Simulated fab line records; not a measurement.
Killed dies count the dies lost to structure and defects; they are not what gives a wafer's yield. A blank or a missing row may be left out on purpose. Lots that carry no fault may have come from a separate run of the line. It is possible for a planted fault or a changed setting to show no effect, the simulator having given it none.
One fault through the eyes of 2 desks / flow gf180mcu / each desk holds nothing but its own numbers, with what lay behind them at the end

== METROLOGY DESK ==
Lot by lot, what the gauges showed, no matter which tool ran the lot: averages of those sampled wafers that carry a number. Any lot whose mean is over 4 standard deviations away from the usual mean is out of limits and marked OUT; that distance is given in the brackets.
Columns: A = INCOMING_BOW at GF_STI_BOW_MEAS_00, usual 1 um; B = CONTACT_CVD_00_THK at GF_CONTACT_THK_MEAS_01, usual 300 nm
lot=L906; first seen here=day 1 10:01; A=-1; B=298
lot=L909; first seen here=day 2 01:04; A=-2; B=299
lot=L910; first seen here=day 2 06:00; A=-1; B=301
lot=L911; first seen here=day 2 11:01; A=3; B=294
lot=L914; first seen here=day 3 02:01; A=3; B=300
lot=L915; first seen here=day 3 07:00; A=3; B=298
lot=L917; first seen here=day 3 17:00; A=-4; B=300
lot=L918; first seen here=day 3 22:00; A=-8; B=294
lot=L919; first seen here=day 4 03:00; A=-0; B=301
lot=L920; first seen here=day 4 08:00; A=-1; B=299
lot=L927; first seen here=day 5 19:00; A=-6; B=300
lot=L928; first seen here=day 6 00:00; A=1; B=300
This desk's verdict: no lot among the 12 shows anything out of limits.

== DESK OF THE TOOL OWNER: litho-track-04 ==
The tool's own readings at GF_HV_LDD_COAT_02 (resist thk 1000 nm): means of the sampled wafers that have a number, for each lot that ran on this tool. Any lot whose mean is over 4 standard deviations away from the usual mean is out of limits and marked OUT; that distance is given in the brackets.
Columns: A = dispense-pressure-kPa at GF_HV_LDD_COAT_02, usual 47 kPa; B = spin-speed-rpm at GF_HV_LDD_COAT_02, usual 2999.6 rpm
lot=L906; first seen here=day 9 17:31; A=43; B=3000.1
lot=L915; first seen here=day 12 18:08; A=43; B=2997.4
lot=L918; first seen here=day 13 07:29; A=43; B=2997.3
lot=L919; first seen here=day 13 12:20; A=43; B=3000.6
lot=L920; first seen here=day 13 19:47; A=43; B=3000.0
lot=L927; first seen here=day 16 02:35; A=43; B=3089.7 (+47) OUT
lot=L928; first seen here=day 16 06:41; A=43; B=3091.8 (+49) OUT
This desk's verdict: out of limits on L927, L928, starting with L927 at day 16 02:35 (spin-speed-rpm at GF_HV_LDD_COAT_02). L906, L915, L918, L919, L920 stayed within limits.

== ALL TOGETHER ==
On L927, L928, at day 16 02:35, an alarm was possible from the tool owner's desk.
The metrology desk saw nothing out of limits.
The metrology desk holds a record of L927, L928, inside its limits.
Of the lots named, all ran GF_HV_LDD_COAT_02 on litho-track-04.

== WHAT WAS PUT IN BY THE SIMULATOR ==
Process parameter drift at GF_HV_LDD_COAT_02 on litho-track-04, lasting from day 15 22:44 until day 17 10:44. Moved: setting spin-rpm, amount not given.
Lots struck among those shown: L927, L928.
Hours from the fault's start to each desk's first reading out of limits: the tool owner's desk, 4.
